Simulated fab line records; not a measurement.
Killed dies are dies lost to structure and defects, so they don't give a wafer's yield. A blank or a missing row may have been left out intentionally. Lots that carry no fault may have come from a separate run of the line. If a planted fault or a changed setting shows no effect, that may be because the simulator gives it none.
fab line records / flow gf180mcu
record lots=14 wafers=42 last_day=33
route steps=602 shown LVPWELL@62 HV_LDD@222 NSD@242
lots that met no fault: from a run of the same line without faults
start_h: hours from the record's first day to the start of the lot's first wafer shown / wait_h: time in hours since the lot's previous step / " repeats the value in the row above / L1.1+2: a row that stands for several wafers / - no value present, or no start provided / * or withheld: withheld / < > ~ a bound
route shown NAME@n: a module of which the file shows steps, and the number in the route of the first / usual: mean and standard deviation over wafers with no fault / same: alike in all rows / chamber/n: place in a boat / sites: each site's reading / _std_site: how widely they spread, as a standard deviation / _edge_site: outer sites' mean less inner sites' / radius_mm: for every site, how far away it sits from the centre of the wafer / mask NAME#n: copy n / behind: tool/chamber where the wafer was last shaped / hold: cause of the lot's hold/its duration in hours/its outcome / device: the transistor (n, p or np) that didn't switch / end of line: the tests these same wafers got at the end of their route / a step given without rows: its recipe and nothing more / killed: dies that structure and defects cost at the first sort, which is not the same as the wafer's yield / map: shows each die of a wafer: x if killed, . if not, _ if none is there
set.NAME: the setting the step ran with; set.NAME@STEP: the setting that earlier step ran with / model.NAME: the simulator's own value behind a step, which no gauge read
a sample of lots followed through the steps of the route, with each step as a table and each wafer as a row
services: from which hour (start_h, from the record's first day; less than 0 if before it) a tool's chamber was out of use, for how many hours, and why
## steps
# step GF_LVPWELL_IMPLANT_08
# recipe species=B energy_kev=170 dose_cm2=1.5e+13 tilt_deg=0
# usual beam_energy_keV=170.01/0.057 faraday_current_uA=84.5/1.8
lot.wafer=L433.2 tool=implanter-04 chamber=0 start_h=66.37 wait_h=0.0 beam_energy_keV=170.00 faraday_current_uA=83.6
lot.wafer=L433.5 tool=implanter-04 chamber=0 start_h=66.37 wait_h=0.0 beam_energy_keV=169.94 faraday_current_uA=83.8
lot.wafer=L433.6 tool=implanter-04 chamber=0 start_h=66.37 wait_h=0.0 beam_energy_keV=169.98 faraday_current_uA=84.5
lot.wafer=L434.2 tool=implanter-04 chamber=0 start_h=79.42 wait_h=0.0 beam_energy_keV=170.03 faraday_current_uA=84.2
lot.wafer=L434.4 tool=implanter-04 chamber=0 start_h=79.42 wait_h=0.0 beam_energy_keV=170.03 faraday_current_uA=83.4
lot.wafer=L434.5 tool=implanter-04 chamber=0 start_h=79.42 wait_h=0.0 beam_energy_keV=170.05 faraday_current_uA=84.1
lot.wafer=L436.4 tool=implanter-04 chamber=0 start_h=87.40 wait_h=0.1 beam_energy_keV=170.01 faraday_current_uA=85.2
lot.wafer=L436.5 tool=implanter-04 chamber=0 start_h=87.40 wait_h=0.1 beam_energy_keV=170.04 faraday_current_uA=84.1
lot.wafer=L436.6 tool=implanter-04 chamber=0 start_h=87.40 wait_h=0.1 beam_energy_keV=170.05 faraday_current_uA=82.4
lot.wafer=L437.1 tool=implanter-04 chamber=0 start_h=91.15 wait_h=0.0 beam_energy_keV=169.90 faraday_current_uA=85.7
lot.wafer=L437.2 tool=implanter-04 chamber=0 start_h=91.15 wait_h=0.0 beam_energy_keV=169.99 faraday_current_uA=84.3
lot.wafer=L437.4 tool=implanter-04 chamber=0 start_h=91.15 wait_h=0.0 beam_energy_keV=169.97 faraday_current_uA=85.6
lot.wafer=L438.2 tool=implanter-03 chamber=0 start_h=99.52 wait_h=0.0 beam_energy_keV=169.98 faraday_current_uA=84.6
lot.wafer=L438.4 tool=implanter-03 chamber=0 start_h=99.52 wait_h=0.0 beam_energy_keV=170.03 faraday_current_uA=89.1
lot.wafer=L438.6 tool=implanter-03 chamber=0 start_h=99.52 wait_h=0.0 beam_energy_keV=169.98 faraday_current_uA=85.1
lot.wafer=L439.1 tool=implanter-04 chamber=0 start_h=105.46 wait_h=0.0 beam_energy_keV=170.04 faraday_current_uA=85.6
lot.wafer=L439.3 tool=implanter-04 chamber=0 start_h=105.46 wait_h=0.0 beam_energy_keV=170.02 faraday_current_uA=85.4
lot.wafer=L439.5 tool=implanter-04 chamber=0 start_h=105.46 wait_h=0.0 beam_energy_keV=170.00 faraday_current_uA=81.8
lot.wafer=L440.1 tool=implanter-04 chamber=0 start_h=112.15 wait_h=0.0 beam_energy_keV=169.97 faraday_current_uA=81.8
lot.wafer=L440.2 tool=implanter-04 chamber=0 start_h=112.15 wait_h=0.0 beam_energy_keV=169.98 faraday_current_uA=84.2
lot.wafer=L440.4 tool=implanter-04 chamber=0 start_h=112.15 wait_h=0.0 beam_energy_keV=169.94 faraday_current_uA=86.2
lot.wafer=L441.2 tool=implanter-04 chamber=0 start_h=114.50 wait_h=0.0 beam_energy_keV=170.01 faraday_current_uA=83.9
lot.wafer=L441.5 tool=implanter-04 chamber=0 start_h=114.50 wait_h=0.0 beam_energy_keV=169.99 faraday_current_uA=83.6
lot.wafer=L441.6 tool=implanter-04 chamber=0 start_h=114.50 wait_h=0.0 beam_energy_keV=169.97 faraday_current_uA=83.5
lot.wafer=L443.1 tool=implanter-03 chamber=0 start_h=126.50 wait_h=0.0 beam_energy_keV=170.06 faraday_current_uA=84.1
lot.wafer=L443.2 tool=implanter-03 chamber=0 start_h=126.50 wait_h=0.0 beam_energy_keV=170.02 faraday_current_uA=87.0
lot.wafer=L443.5 tool=implanter-03 chamber=0 start_h=126.50 wait_h=0.0 beam_energy_keV=169.98 faraday_current_uA=84.6
lot.wafer=L444.1 tool=implanter-04 chamber=0 start_h=132.55 wait_h=0.0 beam_energy_keV=169.94 faraday_current_uA=85.2
lot.wafer=L444.5 tool=implanter-04 chamber=0 start_h=132.55 wait_h=0.0 beam_energy_keV=170.00 faraday_current_uA=87.6
lot.wafer=L444.6 tool=implanter-04 chamber=0 start_h=132.55 wait_h=0.0 beam_energy_keV=170.07 faraday_current_uA=82.0
lot.wafer=L445.1 tool=implanter-02 chamber=0 start_h=138.30 wait_h=0.0 beam_energy_keV=170.09 faraday_current_uA=84.3
lot.wafer=L445.4 tool=implanter-02 chamber=0 start_h=138.30 wait_h=0.0 beam_energy_keV=170.12 faraday_current_uA=82.4
lot.wafer=L445.5 tool=implanter-02 chamber=0 start_h=138.30 wait_h=0.0 beam_energy_keV=170.10 faraday_current_uA=84.8
lot.wafer=L446.1 tool=implanter-04 chamber=0 start_h=143.05 wait_h=0.0 beam_energy_keV=170.02 faraday_current_uA=83.7
lot.wafer=L446.3 tool=implanter-04 chamber=0 start_h=143.05 wait_h=0.0 beam_energy_keV=170.06 faraday_current_uA=85.9
lot.wafer=L446.6 tool=implanter-04 chamber=0 start_h=143.05 wait_h=0.0 beam_energy_keV=170.03 faraday_current_uA=83.5
lot.wafer=L451.1 tool=implanter-04 chamber=0 start_h=169.58 wait_h=0.0 beam_energy_keV=142.53 faraday_current_uA=82.9
lot.wafer=L451.3 tool=implanter-04 chamber=0 start_h=169.58 wait_h=0.0 beam_energy_keV=142.44 faraday_current_uA=86.1
lot.wafer=L451.4 tool=implanter-04 chamber=0 start_h=169.58 wait_h=0.0 beam_energy_keV=142.54 faraday_current_uA=83.4
lot.wafer=L452.4 tool=implanter-04 chamber=0 start_h=177.15 wait_h=0.1 beam_energy_keV=142.54 faraday_current_uA=84.9
lot.wafer=L452.5 tool=implanter-04 chamber=0 start_h=177.15 wait_h=0.1 beam_energy_keV=142.55 faraday_current_uA=82.5
lot.wafer=L452.6 tool=implanter-04 chamber=0 start_h=177.15 wait_h=0.1 beam_energy_keV=142.64 faraday_current_uA=83.5
# step GF_VT_IMPLANT_RS_MEAS_48
# recipe thk_meas_gauge=four-point-probe
# usual LVPWELL_RS=1209/3.3
lot.wafer=L433.2 tool=film_metro-02 chamber=- start_h=155.70 wait_h=0.1 LVPWELL_RS[ohm/sq]=1211
lot.wafer=L433.5 tool=film_metro-02 chamber=- start_h=155.70 wait_h=0.1 LVPWELL_RS[ohm/sq]=1208
lot.wafer=L433.6 tool=film_metro-02 chamber=- start_h=155.70 wait_h=0.1 LVPWELL_RS[ohm/sq]=1211
lot.wafer=L434.2 tool=film_metro-01 chamber=- start_h=170.95 wait_h=0.1 LVPWELL_RS[ohm/sq]=1211
lot.wafer=L434.4 tool=film_metro-01 chamber=- start_h=170.95 wait_h=0.1 LVPWELL_RS[ohm/sq]=1209
lot.wafer=L434.5 tool=film_metro-01 chamber=- start_h=170.95 wait_h=0.1 LVPWELL_RS[ohm/sq]=1209
lot.wafer=L436.4 tool=film_metro-01 chamber=- start_h=182.21 wait_h=0.1 LVPWELL_RS[ohm/sq]=1212
lot.wafer=L436.5 tool=film_metro-01 chamber=- start_h=182.21 wait_h=0.1 LVPWELL_RS[ohm/sq]=1213
lot.wafer=L436.6 tool=film_metro-01 chamber=- start_h=182.21 wait_h=0.1 LVPWELL_RS[ohm/sq]=1211
lot.wafer=L437.1 tool=film_metro-01 chamber=- start_h=185.58 wait_h=0.1 LVPWELL_RS[ohm/sq]=1213
lot.wafer=L437.2 tool=film_metro-01 chamber=- start_h=185.58 wait_h=0.1 LVPWELL_RS[ohm/sq]=1211
lot.wafer=L437.4 tool=film_metro-01 chamber=- start_h=185.58 wait_h=0.1 LVPWELL_RS[ohm/sq]=1209
lot.wafer=L438.2 tool=film_metro-01 chamber=- start_h=193.67 wait_h=0.1 LVPWELL_RS[ohm/sq]=1208
lot.wafer=L438.4 tool=film_metro-01 chamber=- start_h=193.67 wait_h=0.1 LVPWELL_RS[ohm/sq]=1209
lot.wafer=L438.6 tool=film_metro-01 chamber=- start_h=193.67 wait_h=0.1 LVPWELL_RS[ohm/sq]=1211
lot.wafer=L439.1 tool=film_metro-01 chamber=- start_h=200.30 wait_h=0.1 LVPWELL_RS[ohm/sq]=1213
lot.wafer=L439.3 tool=film_metro-01 chamber=- start_h=200.30 wait_h=0.1 LVPWELL_RS[ohm/sq]=1212
lot.wafer=L439.5 tool=film_metro-01 chamber=- start_h=200.30 wait_h=0.1 LVPWELL_RS[ohm/sq]=1211
lot.wafer=L440.1 tool=film_metro-01 chamber=- start_h=209.85 wait_h=0.1 LVPWELL_RS[ohm/sq]=1212
lot.wafer=L440.2 tool=film_metro-01 chamber=- start_h=209.85 wait_h=0.1 LVPWELL_RS[ohm/sq]=1215
lot.wafer=L440.4 tool=film_metro-01 chamber=- start_h=209.85 wait_h=0.1 LVPWELL_RS[ohm/sq]=1212
lot.wafer=L441.2 tool=film_metro-02 chamber=- start_h=212.75 wait_h=0.1 LVPWELL_RS[ohm/sq]=1207
lot.wafer=L441.5 tool=film_metro-02 chamber=- start_h=212.75 wait_h=0.1 LVPWELL_RS[ohm/sq]=1210
lot.wafer=L441.6 tool=film_metro-02 chamber=- start_h=212.75 wait_h=0.1 LVPWELL_RS[ohm/sq]=1206
lot.wafer=L443.1 tool=film_metro-01 chamber=- start_h=226.38 wait_h=0.1 LVPWELL_RS[ohm/sq]=1212
lot.wafer=L443.2 tool=film_metro-01 chamber=- start_h=226.38 wait_h=0.1 LVPWELL_RS[ohm/sq]=1209
lot.wafer=L443.5 tool=film_metro-01 chamber=- start_h=226.38 wait_h=0.1 LVPWELL_RS[ohm/sq]=1211
lot.wafer=L444.1 tool=film_metro-01 chamber=- start_h=234.28 wait_h=0.1 LVPWELL_RS[ohm/sq]=1212
lot.wafer=L444.5 tool=film_metro-01 chamber=- start_h=234.28 wait_h=0.1 LVPWELL_RS[ohm/sq]=1210
lot.wafer=L444.6 tool=film_metro-01 chamber=- start_h=234.28 wait_h=0.1 LVPWELL_RS[ohm/sq]=1210
lot.wafer=L445.1 tool=film_metro-01 chamber=- start_h=239.57 wait_h=0.1 LVPWELL_RS[ohm/sq]=1214
lot.wafer=L445.4 tool=film_metro-01 chamber=- start_h=239.57 wait_h=0.1 LVPWELL_RS[ohm/sq]=1215
lot.wafer=L445.5 tool=film_metro-01 chamber=- start_h=239.57 wait_h=0.1 LVPWELL_RS[ohm/sq]=1216
lot.wafer=L446.1 tool=film_metro-02 chamber=- start_h=244.68 wait_h=0.1 LVPWELL_RS[ohm/sq]=1205
lot.wafer=L446.3 tool=film_metro-02 chamber=- start_h=244.68 wait_h=0.1 LVPWELL_RS[ohm/sq]=1206
lot.wafer=L446.6 tool=film_metro-02 chamber=- start_h=244.68 wait_h=0.1 LVPWELL_RS[ohm/sq]=1209
lot.wafer=L451.1 tool=film_metro-03 chamber=- start_h=279.33 wait_h=0.1 LVPWELL_RS[ohm/sq]=1250
lot.wafer=L451.3 tool=film_metro-03 chamber=- start_h=279.33 wait_h=0.1 LVPWELL_RS[ohm/sq]=1249
lot.wafer=L451.4 tool=film_metro-03 chamber=- start_h=279.33 wait_h=0.1 LVPWELL_RS[ohm/sq]=1253
lot.wafer=L452.4 tool=film_metro-02 chamber=- start_h=285.13 wait_h=0.1 LVPWELL_RS[ohm/sq]=1254
lot.wafer=L452.5 tool=film_metro-02 chamber=- start_h=285.13 wait_h=0.1 LVPWELL_RS[ohm/sq]=1250
lot.wafer=L452.6 tool=film_metro-02 chamber=- start_h=285.13 wait_h=0.1 LVPWELL_RS[ohm/sq]=1252
# step GF_HV_LDD_CD_MEAS_46
# recipe target_cd_nm=400
# usual cd_nm=393.1/2.2
lot.wafer=L433.2 tool=cd_sem-02 chamber=- start_h=274.56 wait_h=0.1 cd_nm=393.5
lot.wafer=L433.5 tool=cd_sem-02 chamber=- start_h=274.56 wait_h=0.1 cd_nm=392.9
lot.wafer=L433.6 tool=cd_sem-02 chamber=- start_h=274.56 wait_h=0.1 cd_nm=391.5
lot.wafer=L434.2 tool=cd_sem-01 chamber=- start_h=294.91 wait_h=0.1 cd_nm=394.5
lot.wafer=L434.4 tool=cd_sem-01 chamber=- start_h=294.91 wait_h=0.1 cd_nm=394.0
lot.wafer=L434.5 tool=cd_sem-01 chamber=- start_h=294.91 wait_h=0.1 cd_nm=395.2
lot.wafer=L436.4 tool=cd_sem-01 chamber=- start_h=303.00 wait_h=0.1 cd_nm=394.0
lot.wafer=L436.5 tool=cd_sem-01 chamber=- start_h=303.00 wait_h=0.1 cd_nm=391.6
lot.wafer=L436.6 tool=cd_sem-01 chamber=- start_h=303.00 wait_h=0.1 cd_nm=389.9
lot.wafer=L437.1 tool=cd_sem-01 chamber=- start_h=311.09 wait_h=0.1 cd_nm=391.8
lot.wafer=L437.2 tool=cd_sem-01 chamber=- start_h=311.09 wait_h=0.1 cd_nm=391.4
lot.wafer=L437.4 tool=cd_sem-01 chamber=- start_h=311.09 wait_h=0.1 cd_nm=391.3
lot.wafer=L438.2 tool=cd_sem-01 chamber=- start_h=321.61 wait_h=0.1 cd_nm=394.1
lot.wafer=L438.4 tool=cd_sem-01 chamber=- start_h=321.61 wait_h=0.1 cd_nm=393.7
lot.wafer=L438.6 tool=cd_sem-01 chamber=- start_h=321.61 wait_h=0.1 cd_nm=393.7
lot.wafer=L439.1 tool=cd_sem-01 chamber=- start_h=323.54 wait_h=0.1 cd_nm=395.5
lot.wafer=L439.3 tool=cd_sem-01 chamber=- start_h=323.54 wait_h=0.1 cd_nm=394.5
lot.wafer=L439.5 tool=cd_sem-01 chamber=- start_h=323.54 wait_h=0.1 cd_nm=394.4
lot.wafer=L440.1 tool=cd_sem-02 chamber=- start_h=336.86 wait_h=0.1 cd_nm=392.2
lot.wafer=L440.2 tool=cd_sem-02 chamber=- start_h=336.86 wait_h=0.1 cd_nm=391.6
lot.wafer=L440.4 tool=cd_sem-02 chamber=- start_h=336.86 wait_h=0.1 cd_nm=392.8
lot.wafer=L441.2 tool=cd_sem-01 chamber=- start_h=342.71 wait_h=0.1 cd_nm=396.5
lot.wafer=L441.5 tool=cd_sem-01 chamber=- start_h=342.71 wait_h=0.1 cd_nm=397.6
lot.wafer=L441.6 tool=cd_sem-01 chamber=- start_h=342.71 wait_h=0.1 cd_nm=399.1
lot.wafer=L443.1 tool=cd_sem-01 chamber=- start_h=354.71 wait_h=0.1 cd_nm=394.7
lot.wafer=L443.2 tool=cd_sem-01 chamber=- start_h=354.71 wait_h=0.1 cd_nm=395.8
lot.wafer=L443.5 tool=cd_sem-01 chamber=- start_h=354.71 wait_h=0.1 cd_nm=394.3
lot.wafer=L444.1 tool=cd_sem-02 chamber=- start_h=364.79 wait_h=0.1 cd_nm=392.7
lot.wafer=L444.5 tool=cd_sem-02 chamber=- start_h=364.79 wait_h=0.1 cd_nm=395.4
lot.wafer=L444.6 tool=cd_sem-02 chamber=- start_h=364.79 wait_h=0.1 cd_nm=392.1
lot.wafer=L445.1 tool=cd_sem-01 chamber=- start_h=368.79 wait_h=0.1 cd_nm=392.6
lot.wafer=L445.4 tool=cd_sem-01 chamber=- start_h=368.79 wait_h=0.1 cd_nm=392.5
lot.wafer=L445.5 tool=cd_sem-01 chamber=- start_h=368.79 wait_h=0.1 cd_nm=391.7
lot.wafer=L446.1 tool=cd_sem-02 chamber=- start_h=375.19 wait_h=0.1 cd_nm=395.4
lot.wafer=L446.3 tool=cd_sem-02 chamber=- start_h=375.19 wait_h=0.1 cd_nm=394.5
lot.wafer=L446.6 tool=cd_sem-02 chamber=- start_h=375.19 wait_h=0.1 cd_nm=396.3
lot.wafer=L451.1 tool=cd_sem-02 chamber=- start_h=421.39 wait_h=0.1 cd_nm=394.0
lot.wafer=L451.3 tool=cd_sem-02 chamber=- start_h=421.39 wait_h=0.1 cd_nm=393.5
lot.wafer=L451.4 tool=cd_sem-02 chamber=- start_h=421.39 wait_h=0.1 cd_nm=396.1
lot.wafer=L452.4 tool=cd_sem-02 chamber=- start_h=424.80 wait_h=0.1 cd_nm=390.4
lot.wafer=L452.5 tool=cd_sem-02 chamber=- start_h=424.80 wait_h=0.1 cd_nm=389.2
lot.wafer=L452.6 tool=cd_sem-02 chamber=- start_h=424.80 wait_h=0.1 cd_nm=390.7
# step GF_NSD_CD_MEAS_07
# recipe target_cd_nm=400
# usual cd_nm=401.0/1.9
lot.wafer=L433.2 tool=cd_sem-01 chamber=- start_h=297.13 wait_h=0.1 cd_nm=400.4
lot.wafer=L433.5 tool=cd_sem-01 chamber=- start_h=297.13 wait_h=0.1 cd_nm=400.9
lot.wafer=L433.6 tool=cd_sem-01 chamber=- start_h=297.13 wait_h=0.1 cd_nm=398.1
lot.wafer=L434.2 tool=cd_sem-01 chamber=- start_h=319.06 wait_h=0.1 cd_nm=404.1
lot.wafer=L434.4 tool=cd_sem-01 chamber=- start_h=319.06 wait_h=0.1 cd_nm=403.3
lot.wafer=L434.5 tool=cd_sem-01 chamber=- start_h=319.06 wait_h=0.1 cd_nm=401.9
lot.wafer=L436.4 tool=cd_sem-01 chamber=- start_h=326.87 wait_h=0.1 cd_nm=400.3
lot.wafer=L436.5 tool=cd_sem-01 chamber=- start_h=326.87 wait_h=0.1 cd_nm=401.9
lot.wafer=L436.6 tool=cd_sem-01 chamber=- start_h=326.87 wait_h=0.1 cd_nm=400.8
lot.wafer=L437.1 tool=cd_sem-01 chamber=- start_h=335.99 wait_h=0.1 cd_nm=400.5
lot.wafer=L437.2 tool=cd_sem-01 chamber=- start_h=335.99 wait_h=0.1 cd_nm=402.8
lot.wafer=L437.4 tool=cd_sem-01 chamber=- start_h=335.99 wait_h=0.1 cd_nm=400.9
lot.wafer=L438.2 tool=cd_sem-02 chamber=- start_h=346.41 wait_h=0.1 cd_nm=400.4
lot.wafer=L438.4 tool=cd_sem-02 chamber=- start_h=346.41 wait_h=0.1 cd_nm=400.2
lot.wafer=L438.6 tool=cd_sem-02 chamber=- start_h=346.41 wait_h=0.1 cd_nm=400.2
lot.wafer=L439.1 tool=cd_sem-01 chamber=- start_h=347.56 wait_h=0.1 cd_nm=400.8
lot.wafer=L439.3 tool=cd_sem-01 chamber=- start_h=347.56 wait_h=0.1 cd_nm=402.1
lot.wafer=L439.5 tool=cd_sem-01 chamber=- start_h=347.56 wait_h=0.1 cd_nm=403.8
lot.wafer=L440.1 tool=cd_sem-02 chamber=- start_h=360.89 wait_h=0.1 cd_nm=404.2
lot.wafer=L440.2 tool=cd_sem-02 chamber=- start_h=360.89 wait_h=0.1 cd_nm=401.8
lot.wafer=L440.4 tool=cd_sem-02 chamber=- start_h=360.89 wait_h=0.1 cd_nm=403.2
lot.wafer=L441.2 tool=cd_sem-02 chamber=- start_h=367.73 wait_h=0.1 cd_nm=402.2
lot.wafer=L441.5 tool=cd_sem-02 chamber=- start_h=367.73 wait_h=0.1 cd_nm=402.6
lot.wafer=L441.6 tool=cd_sem-02 chamber=- start_h=367.73 wait_h=0.1 cd_nm=403.4
lot.wafer=L443.1 tool=cd_sem-01 chamber=- start_h=381.64 wait_h=0.1 cd_nm=397.5
lot.wafer=L443.2 tool=cd_sem-01 chamber=- start_h=381.64 wait_h=0.1 cd_nm=399.9
lot.wafer=L443.5 tool=cd_sem-01 chamber=- start_h=381.64 wait_h=0.1 cd_nm=398.3
lot.wafer=L444.1 tool=cd_sem-02 chamber=- start_h=390.99 wait_h=0.1 cd_nm=400.5
lot.wafer=L444.5 tool=cd_sem-02 chamber=- start_h=390.99 wait_h=0.1 cd_nm=399.4
lot.wafer=L444.6 tool=cd_sem-02 chamber=- start_h=390.99 wait_h=0.1 cd_nm=402.9
lot.wafer=L445.1 tool=cd_sem-01 chamber=- start_h=394.41 wait_h=0.1 cd_nm=400.0
lot.wafer=L445.4 tool=cd_sem-01 chamber=- start_h=394.41 wait_h=0.1 cd_nm=401.5
lot.wafer=L445.5 tool=cd_sem-01 chamber=- start_h=394.41 wait_h=0.1 cd_nm=401.9
lot.wafer=L446.1 tool=cd_sem-01 chamber=- start_h=400.84 wait_h=0.1 cd_nm=400.3
lot.wafer=L446.3 tool=cd_sem-01 chamber=- start_h=400.84 wait_h=0.1 cd_nm=400.0
lot.wafer=L446.6 tool=cd_sem-01 chamber=- start_h=400.84 wait_h=0.1 cd_nm=399.7
lot.wafer=L451.1 tool=cd_sem-01 chamber=- start_h=448.54 wait_h=0.1 cd_nm=400.7
lot.wafer=L451.3 tool=cd_sem-01 chamber=- start_h=448.54 wait_h=0.1 cd_nm=400.9
lot.wafer=L451.4 tool=cd_sem-01 chamber=- start_h=448.54 wait_h=0.1 cd_nm=399.6
lot.wafer=L452.4 tool=cd_sem-01 chamber=- start_h=453.25 wait_h=0.1 cd_nm=398.3
lot.wafer=L452.5 tool=cd_sem-01 chamber=- start_h=453.25 wait_h=0.1 cd_nm=398.5
lot.wafer=L452.6 tool=cd_sem-01 chamber=- start_h=453.25 wait_h=0.1 cd_nm=396.1
# step GF_PSD_RS_MEAS_14
# recipe thk_meas_gauge=four-point-probe
# usual NSD_RS=46.43/0.1
lot.wafer=L433.2 tool=film_metro-02 chamber=- start_h=316.78 wait_h=0.1 NSD_RS[ohm/sq]=46.27
lot.wafer=L433.5 tool=film_metro-02 chamber=- start_h=316.78 wait_h=0.1 NSD_RS[ohm/sq]=46.25
lot.wafer=L433.6 tool=film_metro-02 chamber=- start_h=316.78 wait_h=0.1 NSD_RS[ohm/sq]=46.23
lot.wafer=L434.2 tool=film_metro-04 chamber=- start_h=341.31 wait_h=0.1 NSD_RS[ohm/sq]=46.49
lot.wafer=L434.4 tool=film_metro-04 chamber=- start_h=341.31 wait_h=0.1 NSD_RS[ohm/sq]=46.41
lot.wafer=L434.5 tool=film_metro-04 chamber=- start_h=341.31 wait_h=0.1 NSD_RS[ohm/sq]=46.37
lot.wafer=L436.4 tool=film_metro-01 chamber=- start_h=348.52 wait_h=0.1 NSD_RS[ohm/sq]=46.49
lot.wafer=L436.5 tool=film_metro-01 chamber=- start_h=348.52 wait_h=0.1 NSD_RS[ohm/sq]=46.45
lot.wafer=L436.6 tool=film_metro-01 chamber=- start_h=348.52 wait_h=0.1 NSD_RS[ohm/sq]=46.47
lot.wafer=L437.1 tool=film_metro-01 chamber=- start_h=358.21 wait_h=0.1 NSD_RS[ohm/sq]=46.45
lot.wafer=L437.2 tool=film_metro-01 chamber=- start_h=358.21 wait_h=0.1 NSD_RS[ohm/sq]=46.44
lot.wafer=L437.4 tool=film_metro-01 chamber=- start_h=358.21 wait_h=0.1 NSD_RS[ohm/sq]=46.47
lot.wafer=L438.2 tool=film_metro-04 chamber=- start_h=368.56 wait_h=0.1 NSD_RS[ohm/sq]=46.37
lot.wafer=L438.4 tool=film_metro-04 chamber=- start_h=368.56 wait_h=0.1 NSD_RS[ohm/sq]=46.38
lot.wafer=L438.6 tool=film_metro-04 chamber=- start_h=368.56 wait_h=0.1 NSD_RS[ohm/sq]=46.37
lot.wafer=L439.1 tool=film_metro-01 chamber=- start_h=369.44 wait_h=0.1 NSD_RS[ohm/sq]=46.49
lot.wafer=L439.3 tool=film_metro-01 chamber=- start_h=369.44 wait_h=0.1 NSD_RS[ohm/sq]=46.51
lot.wafer=L439.5 tool=film_metro-01 chamber=- start_h=369.44 wait_h=0.1 NSD_RS[ohm/sq]=46.53
lot.wafer=L440.1 tool=film_metro-01 chamber=- start_h=383.65 wait_h=0.1 NSD_RS[ohm/sq]=46.57
lot.wafer=L440.2 tool=film_metro-01 chamber=- start_h=383.65 wait_h=0.1 NSD_RS[ohm/sq]=46.41
lot.wafer=L440.4 tool=film_metro-01 chamber=- start_h=383.65 wait_h=0.1 NSD_RS[ohm/sq]=46.45
lot.wafer=L441.2 tool=film_metro-02 chamber=- start_h=391.92 wait_h=0.1 NSD_RS[ohm/sq]=46.36
lot.wafer=L441.5 tool=film_metro-02 chamber=- start_h=391.92 wait_h=0.1 NSD_RS[ohm/sq]=46.45
lot.wafer=L441.6 tool=film_metro-02 chamber=- start_h=391.92 wait_h=0.1 NSD_RS[ohm/sq]=46.30
lot.wafer=L443.1 tool=film_metro-01 chamber=- start_h=404.46 wait_h=0.1 NSD_RS[ohm/sq]=46.50
lot.wafer=L443.2 tool=film_metro-01 chamber=- start_h=404.46 wait_h=0.1 NSD_RS[ohm/sq]=46.43
lot.wafer=L443.5 tool=film_metro-01 chamber=- start_h=404.46 wait_h=0.1 NSD_RS[ohm/sq]=46.50
lot.wafer=L444.1 tool=film_metro-04 chamber=- start_h=415.26 wait_h=0.1 NSD_RS[ohm/sq]=46.46
lot.wafer=L444.5 tool=film_metro-04 chamber=- start_h=415.26 wait_h=0.1 NSD_RS[ohm/sq]=46.40
lot.wafer=L444.6 tool=film_metro-04 chamber=- start_h=415.26 wait_h=0.1 NSD_RS[ohm/sq]=46.47
lot.wafer=L445.1 tool=film_metro-01 chamber=- start_h=418.66 wait_h=0.1 NSD_RS[ohm/sq]=46.48
lot.wafer=L445.4 tool=film_metro-01 chamber=- start_h=418.66 wait_h=0.1 NSD_RS[ohm/sq]=46.45
lot.wafer=L445.5 tool=film_metro-01 chamber=- start_h=418.66 wait_h=0.1 NSD_RS[ohm/sq]=46.43
lot.wafer=L446.1 tool=film_metro-01 chamber=- start_h=425.77 wait_h=0.1 NSD_RS[ohm/sq]=46.45
lot.wafer=L446.3 tool=film_metro-01 chamber=- start_h=425.77 wait_h=0.1 NSD_RS[ohm/sq]=46.43
lot.wafer=L446.6 tool=film_metro-01 chamber=- start_h=425.77 wait_h=0.1 NSD_RS[ohm/sq]=46.39
lot.wafer=L451.1 tool=film_metro-04 chamber=- start_h=473.55 wait_h=0.1 NSD_RS[ohm/sq]=46.38
lot.wafer=L451.3 tool=film_metro-04 chamber=- start_h=473.55 wait_h=0.1 NSD_RS[ohm/sq]=46.39
lot.wafer=L451.4 tool=film_metro-04 chamber=- start_h=473.55 wait_h=0.1 NSD_RS[ohm/sq]=46.39
lot.wafer=L452.4 tool=film_metro-01 chamber=- start_h=478.85 wait_h=0.1 NSD_RS[ohm/sq]=46.52
lot.wafer=L452.5 tool=film_metro-01 chamber=- start_h=478.85 wait_h=0.1 NSD_RS[ohm/sq]=46.59
lot.wafer=L452.6 tool=film_metro-01 chamber=- start_h=478.85 wait_h=0.1 NSD_RS[ohm/sq]=46.53
## services
tool=implanter-02 chamber=- start_h=85.52 hours=2.4 kind=repair
tool=implanter-03 chamber=- start_h=87.01 hours=10.2 kind=pm
tool=implanter-02 chamber=- start_h=109.59 hours=10.5 kind=repair
tool=implanter-03 chamber=- start_h=151.39 hours=4.4 kind=pm
## key
first_sign step=GF_LVPWELL_IMPLANT_08 reading=beam_energy_keV direction=down sigmas=99+ usual=170.01 struck=142.54
effect step=GF_VT_IMPLANT_RS_MEAS_48 reading=LVPWELL_RS direction=up sigmas=13 usual=1209 struck=1251
met_at GF_LVPWELL_IMPLANT_08
struck_lots L451,L452
tester_left_out L451,L452
not_acting_at GF_HV_LDD_CD_MEAS_46,GF_NSD_CD_MEAS_07,GF_PSD_RS_MEAS_14
onset_between 143.05 169.58
fault kind=process_parameter_drift tool=implanter-04 chamber=- onset_h=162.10 steps=GF_LVPWELL_IMPLANT_08 channel=energy_kev offset=-27.456 shape=step end_h=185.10 acts_in=these_recipes_only stated=170
# tester_left_out: of these lots the tester's yield and bins aren't shown, on N5 and GAA mostly nor the transistor test; their killed dies are dies lost to structure and defects alone, not to doping, threshold or leakage, so they don't give the yield
